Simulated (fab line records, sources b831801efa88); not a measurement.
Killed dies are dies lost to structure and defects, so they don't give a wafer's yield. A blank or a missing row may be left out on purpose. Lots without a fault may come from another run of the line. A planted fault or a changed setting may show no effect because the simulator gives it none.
Which tool did it? | flow gf180mcu | 12 lots, 36 wafers sampled, at 5 steps of a route of 602

WHAT THE GAUGES READ, wafer by wafer
GF_V4_BOW_MEAS_05. Usual: V4_BOW 131 um, standard deviation 10.
lot  | measured     | on            | V4_BOW (um) | flag
L465 | day 23 23:04 | film_metro-03 | 128 131 139 |
L467 | day 24 10:37 | film_metro-01 | 129 123 121 |
L469 | day 25 23:05 | film_metro-04 | 147 155 156 |
L471 | day 26 03:16 | film_metro-03 | 128 123 138 |
L470 | day 26 11:45 | film_metro-01 | 139 138 143 |
L473 | day 26 17:25 | film_metro-03 | 155 136 141 |
L477 | day 27 22:53 | film_metro-04 | 115 117 115 |
L478 | day 28 14:49 | film_metro-04 | 127 128 120 |
L479 | day 28 17:49 | film_metro-03 | 126 124 127 |
L480 | day 28 19:16 | film_metro-03 | 142 150 149 |
L481 | day 29 05:49 | film_metro-03 | 139 149 126 |
L487 | day 30 18:43 | film_metro-03 | 137 135 131 |

GF_V4_RS_MEAS_24: measures by four-point-probe. Usual: V4_W_RS 0.327 ohm/sq, standard deviation 0.0057.
lot  | measured     | on            | V4_W_RS (ohm/sq)  | flag
L465 | day 24 22:58 | film_metro-01 | 0.328 0.320 0.333 |
L467 | day 25 22:01 | film_metro-04 | 0.334 0.333 0.330 |
L469 | day 26 16:15 | film_metro-03 | 0.331 0.337 0.332 |
L471 | day 27 00:38 | film_metro-03 | 0.332 0.334 0.328 |
L470 | day 27 09:26 | film_metro-03 | 0.329 0.326 0.328 |
L473 | day 27 14:58 | film_metro-01 | 0.331 0.331 0.327 |
L477 | day 28 19:29 | film_metro-04 | 0.328 0.331 0.311 |
L478 | day 29 10:40 | film_metro-01 | 0.319 0.327 0.327 |
L479 | day 29 14:20 | film_metro-03 | 0.338 0.316 0.338 |
L480 | day 29 15:40 | film_metro-03 | 0.318 0.314 0.324 |
L481 | day 30 00:22 | film_metro-01 | 0.330 0.310 0.331 |
L487 | day 31 13:53 | film_metro-03 | 0.325 0.314 0.316 |

GF_V4_THK_MEAS_25: measures by xrf. Usual: V4_W_THK 353 nm, standard deviation 6.
lot  | measured     | on            | V4_W_THK (nm) | flag
L465 | day 24 23:04 | film_metro-01 | 350 356 343   |
L467 | day 25 22:08 | film_metro-04 | 350 351 355   |
L469 | day 26 16:22 | film_metro-03 | 345 341 347   |
L471 | day 27 00:44 | film_metro-03 | 344 345 351   |
L470 | day 27 09:34 | film_metro-03 | 351 353 351   |
L473 | day 27 15:04 | film_metro-01 | 346 347 351   |
L477 | day 28 19:36 | film_metro-04 | 355 351 374   |
L478 | day 29 10:46 | film_metro-01 | 360 352 351   |
L479 | day 29 14:26 | film_metro-03 | 343 367 342   |
L480 | day 29 15:47 | film_metro-03 | 363 368 361   |
L481 | day 30 00:29 | film_metro-01 | 348 371 348   |
L487 | day 31 13:59 | film_metro-03 | 351 364 360   |

WHICH TOOL RAN EACH LOT (tool, then ch and the chambers of the sampled wafers, then the start)
lot  | GF_V4_ETCH_17                                 | GF_V4_CVD_23
L465 | rie_diel-01 ch 1,3, day 24 22:52 or earlier   | cvd_w-02 ch 0,1, day 24 22:52
L467 | rie_diel-04 ch 1,2, day 25 21:53 or earlier   | cvd_w-01 ch 0,1, day 25 21:53
L469 | rie_diel-01 ch 0,1,2, day 26 16:08 or earlier | cvd_w-01 ch 0,1, day 26 16:08
L471 | rie_diel-03 ch 1,3, day 27 00:29 or earlier   | cvd_w-01 ch 0,1, day 27 00:29
L470 | rie_diel-01 ch 0,1,2, day 27 09:20 or earlier | cvd_w-02 ch 1, day 27 09:20
L473 | rie_diel-04 ch 0,2,3, day 27 14:50 or earlier | cvd_w-01 ch 0,1, day 27 14:50
L477 | rie_diel-01 ch 0,1,2, day 28 19:22 or earlier | cvd_w-01 ch 0,1, day 28 19:22
L478 | rie_diel-03 ch 0,2,3, day 29 10:32 or earlier | cvd_w-02 ch 0,1, day 29 10:32
L479 | rie_diel-01 ch 1,2, day 29 14:13 or earlier   | cvd_w-01 ch 0,1, day 29 14:13
L480 | rie_diel-04 ch 0,1,2, day 29 15:32 or earlier | cvd_w-02 ch 0,1, day 29 15:32
L481 | rie_diel-04 ch 0,1,3, day 30 00:14 or earlier | cvd_w-01 ch 0,1, day 30 00:14
L487 | rie_diel-04 ch 1,3, day 31 13:46 or earlier   | cvd_w-02 ch 0,1, day 31 13:46
- GF_V4_ETCH_17: etches SiO2 in C4F8/O2/Ar, stops on TiN, target depth 630 nm.
- GF_V4_CVD_23: deposits W, target thk 350 nm, time 104.9 s.

WHAT THE TOOLS THEMSELVES READ (means of the sampled wafers that have a number; where no wafer has one, the mark that the record gives instead)
GF_V4_ETCH_17. Usual: oes_product_au 0.856 a.u., standard deviation 0.005.
lot  | tool        | oes_product_au (a.u.) | flag
L465 | rie_diel-01 | 0.856                 |
L467 | rie_diel-04 | 0.854                 |
L469 | rie_diel-01 | 0.856                 |
L471 | rie_diel-03 | 0.861                 |
L470 | rie_diel-01 | 0.857                 |
L473 | rie_diel-04 | 0.855                 |
L477 | rie_diel-01 | 0.851                 |
L478 | rie_diel-03 | 0.855                 |
L479 | rie_diel-01 | 0.859                 |
L480 | rie_diel-04 | 0.856                 |
L481 | rie_diel-04 | 0.853                 |
L487 | rie_diel-04 | 0.855                 |

GF_V4_CVD_23. Usual: chamber_pressure_Torr 40.00 Torr, standard deviation 0.071; heater_power_w 876 W, standard deviation 75.
lot  | tool     | chamber_pressure_Torr (Torr) | heater_power_w (W) | flag
L465 | cvd_w-02 | 40.07                        | 894                |
L467 | cvd_w-01 | 39.98                        | 807                |
L469 | cvd_w-01 | 40.00                        | 805                |
L471 | cvd_w-01 | 39.91                        | 886                |
L470 | cvd_w-02 | 40.02                        | 914                |
L473 | cvd_w-01 | 40.01                        | 806                |
L477 | cvd_w-01 | 41.35                        | 887                | OFF
L478 | cvd_w-02 | 39.98                        | 907                |
L479 | cvd_w-01 | 41.35                        | 883                | OFF
L480 | cvd_w-02 | 39.96                        | 889                |
L481 | cvd_w-01 | 41.32                        | 884                | OFF
L487 | cvd_w-02 | 39.97                        | 890                |

THE ANSWER, worked out from the rows above alone
Rule: a lot is off if the mean of its wafers that have a number lies more than 3 standard deviations from the usual mean. A lot without any number at a reading at which 4 lots or more have one is off too. The other lots that the step has rows for count as sound. The gauges are gone through in route order, then the tools' own readings, and for those a lot's mean is taken as printed above. The first step at which some lot is off is used, and at that step the reading that is off furthest; a lot without a number counts as furthest.
Off: L477, L479, L481, at GF_V4_CVD_23 (chamber_pressure_Torr).
A tool fits if, at that step or a process step before it, it ran every lot that is off, and no sound lot after the first of them. GF_V4_ETCH_17 gives no start for some lots, so the hours and the order of its lots are those of GF_V4_CVD_23. One fits: cvd_w-01 at GF_V4_CVD_23. Its last sound lot is L473 (day 27 14:50), its first lot that is off L477 (day 28 19:22): a fault that began between those two fits.
The tool's own readings at GF_V4_CVD_23 bear it out: on the lots that are off they differ by more than 5 times the standard deviation of the sound lots' means. chamber_pressure_Torr reads 41.34 Torr there against 39.99 Torr on the sound lots.

WHAT THE SIMULATOR HAD PUT IN
Process parameter drift: cvd_w-01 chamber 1, from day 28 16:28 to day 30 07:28, at GF_V4_CVD_23. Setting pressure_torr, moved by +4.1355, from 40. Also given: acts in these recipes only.
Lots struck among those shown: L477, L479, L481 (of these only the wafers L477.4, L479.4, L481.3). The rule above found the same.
